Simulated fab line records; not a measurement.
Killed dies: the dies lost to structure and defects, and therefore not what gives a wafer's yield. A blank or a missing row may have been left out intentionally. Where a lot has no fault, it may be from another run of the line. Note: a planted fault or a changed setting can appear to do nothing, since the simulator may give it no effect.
8D (eight disciplines) problem report, filled in by code | flow sky130 | the parts of the form that need people (team, actions taken, sign-off) are left out

1. THE PROBLEM
Mean of strip time to endpoint s at SKY_VIA3_STRIP_16: 5.21 s across 6 wafers in 2 lots; on wafers with no fault it is 4.15 s (standard deviation 0.03). Relative to the usual mean, that is a shift of +35 standard deviations.
The step: strips in O2/N2.
Earliest sighting: wafer L682.1 on plasma asher-04 at day 43 03:09. Wafers with a number at this step in the record: 42, from 14 lots. Rule for "out", or "out of limits": more than 4 standard deviations from the usual mean. The other wafers with a number count as sound.

2. WHAT IT IS; WHAT IT IS NOT
question                    | is                                       | is not
which readings at this step | strip time to endpoint s, oes product au | drypump motor current A, n2 flow sccm
which lots                  | L682, L683                               | L671, L673, L674, L675, L678, L679, L681, L684, L689, L690, L693, L694
which wafers of those lots  | all that have a number                   | -
read on which tools         | plasma asher-04                          | plasma asher-01, plasma asher-03
when                        | from day 43 03:09                        | up to then (21 sound wafers); but 15 sound wafers of L684, L689, L690, L693, L694 came after

3. SUSPECTS, AND WHAT RULES EACH OUT
Counting: a tool stays on the suspect list if, at a process step up to the reading, it processed all lots that are out and no sound lot following the first of them.
- rie diel-04 at SKY_VIA3_ETCH_15 (etches SiO2 in C4F8/O2/Ar, stops on TiN, target depth 507 nm, time 78 s): ruled out as a lasting fault. After its first lot that is out, L682 (day 43 03:05), sound lots L689 ran on it.
- plasma asher-04 at SKY_VIA3_STRIP_16 (strips in O2/N2): ruled out as a lasting fault. After its first lot that is out, L682 (day 43 03:09), sound lots L689, L693 ran on it.
Left after counting: nothing in the record.

4. THE CAUSE (what the simulator had put in)
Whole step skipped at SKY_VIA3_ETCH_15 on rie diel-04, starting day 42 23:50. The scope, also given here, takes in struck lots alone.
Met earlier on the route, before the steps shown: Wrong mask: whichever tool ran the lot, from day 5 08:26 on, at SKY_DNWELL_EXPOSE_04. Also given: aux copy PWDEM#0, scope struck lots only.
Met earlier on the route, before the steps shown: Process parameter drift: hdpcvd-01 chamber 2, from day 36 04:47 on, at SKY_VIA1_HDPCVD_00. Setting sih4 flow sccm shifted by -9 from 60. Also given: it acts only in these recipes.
Counting ruled it out, wrongly: the rule takes a fault to strike every lot that its tool runs from its start on, and this one did not.

5. SEQUENCE OF EFFECTS, ordered by route
One row per reading whose mean, taken over the struck wafers that have a number, lies over 3 standard deviations from the usual. Readings are gone through only where the record gives a usual standard deviation; hours: the median, over the lots, of the time from a lot's start at the first step in this table giving one to that lot's start at this step; sigmas: the change measured in usual standard deviations.
hours | step              | reading                  | usual      | on struck wafers | change | sigmas
0     | SKY_VIA3_STRIP_16 | oes product au           | 0.403 a.u. | 0.446            | +0.043 | +9.8
0     | SKY_VIA3_STRIP_16 | strip time to endpoint s | 4.15 s     | 5.21             | +1.06  | +35
It contains these process steps:
- SKY_VIA3_STRIP_16: strips in O2/N2.
Readings that are blank on the struck wafers while sound wafers have them: bias w at SKY_VIA3_ETCH_15; chamber pressure mTorr at SKY_VIA3_ETCH_15; oes product au at SKY_VIA3_ETCH_15.

6. HOW IT WOULD HAVE BEEN CAUGHT EARLIER
3 hours passed between the start of the fault at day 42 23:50 and the first reading out of limits in this record, taken at day 43 03:09.
At SKY_VIA3_ETCH_15 the tool's readings are blank on the struck wafers, where sound wafers have them: an empty tool record is the first sign, and it was there at once.
